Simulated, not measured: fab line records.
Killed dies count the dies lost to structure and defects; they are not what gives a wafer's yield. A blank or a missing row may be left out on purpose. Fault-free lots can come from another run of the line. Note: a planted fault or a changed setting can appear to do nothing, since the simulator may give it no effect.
2 desks looking at one fault / flow sky130 / only its own numbers are on each desk; what lay behind them is given at the end

DESK OF THE TOOL OWNER: furnace-02
The tool's own readings at SKY_GATE_OXIDE_OXIDATION_16 (stabilise 600 s, purge 300 s, target thk 3.57 nm): means of the sampled wafers that have a number, for each lot that ran on this tool. Any lot whose mean is over 4 standard deviations away from the usual mean is out of limits and marked OUT; that distance is given in the brackets. It has 8 readings, of which 7 appear: the earliest out of limits, and the ones furthest out on some lot.
Columns: A = spike tc bottom C at SKY_GATE_OXIDE_OXIDATION_16, usual 818.6 C; B = spike tc centre C at SKY_GATE_OXIDE_OXIDATION_16, usual 800.5 C; C = spike tc lower C at SKY_GATE_OXIDE_OXIDATION_16, usual 801.2 C; D = spike tc top C at SKY_GATE_OXIDE_OXIDATION_16, usual 810.6 C; E = spike tc upper C at SKY_GATE_OXIDE_OXIDATION_16, usual 800.3 C; F = tube center temp C at SKY_GATE_OXIDE_OXIDATION_16, usual 800 C; G = tube_center_temp_C_max at SKY_GATE_OXIDE_OXIDATION_16, usual 802.1
lot=L712; first seen here=day 14 23:10; A=820.4; B=800.9; C=803.3; D=810.8; E=800.2; F=800; G=802.0
lot=L715; first seen here=day 16 11:55; A=811.0; B=791.3 (-8.4) OUT; C=793.9 (-5.6) OUT; D=803.5 (-7.5) OUT; E=791.4 (-8.9) OUT; F=792 (-99 or more) OUT; G=794.0 (-25) OUT
lot=L716; first seen here=day 16 11:55; A=812.0; B=792.9 (-6.9) OUT; C=793.2 (-6.2) OUT; D=802.8 (-8.2) OUT; E=792.2 (-8.1) OUT; F=792 (-99 or more) OUT; G=793.6 (-27) OUT
lot=L728; first seen here=day 20 17:01; A=819.8; B=800.5; C=801.9; D=810.6; E=800.0; F=800; G=802.1
lot=L729; first seen here=day 21 01:06; A=819.8; B=800.8; C=802.1; D=810.4; E=800.9; F=800; G=802.2
lot=L730; first seen here=day 21 10:53; A=820.1; B=800.8; C=801.6; D=810.8; E=801.8; F=800; G=801.9
This desk's verdict: out of limits on L715, L716, starting with L715 at day 16 11:55 (spike tc centre C at SKY_GATE_OXIDE_OXIDATION_16). Within limits: L712, L728, L729, L730.

FROM THE METROLOGY DESK
Means of the sampled wafers that have a number, per lot and without regard to the tool the lot ran on: this is what the gauges read. Any lot whose mean is over 4 standard deviations away from the usual mean is out of limits and marked OUT; that distance is given in the brackets.
Columns: A = GATE_OXIDE_OVL at SKY_GATE_OXIDE_OVL_MEAS_10, usual -0.1 nm; B = GATE_OXIDE_TW at SKY_GATE_OXIDE_TW_MEAS_14, usual 225.1
lot=L712; first seen here=day 14 21:44; A=1.1; B=224.0
lot=L715; first seen here=day 16 10:37; A=1.7; B=225.5
lot=L716; first seen here=day 16 11:16; A=-1.8; B=224.6
lot=L728; first seen here=day 20 16:32; A=1.3; B=224.6
lot=L729; first seen here=day 21 00:26; A=0.1; B=225.2
lot=L730; first seen here=day 21 10:23; A=-0.3; B=225.3
Finding of this desk: none of the 6 lots has anything out of limits.

BROUGHT TOGETHER
On L715, L716, at day 16 11:55, an alarm was possible from the tool owner's desk.
The metrology desk saw nothing out of limits.
The metrology desk has L715, L716 on record, within its limits.
Of the lots named, all ran SKY_GATE_OXIDE_OXIDATION_16 on furnace-02.

WHAT THE SIMULATOR HAD INSERTED
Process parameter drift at SKY_GATE_OXIDE_OXIDATION_16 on furnace-02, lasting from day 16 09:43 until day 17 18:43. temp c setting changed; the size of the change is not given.
Shown lots that were struck: L715, L716.
Hours from the fault's start to each desk's first reading out of limits: the tool owner's desk, 2.
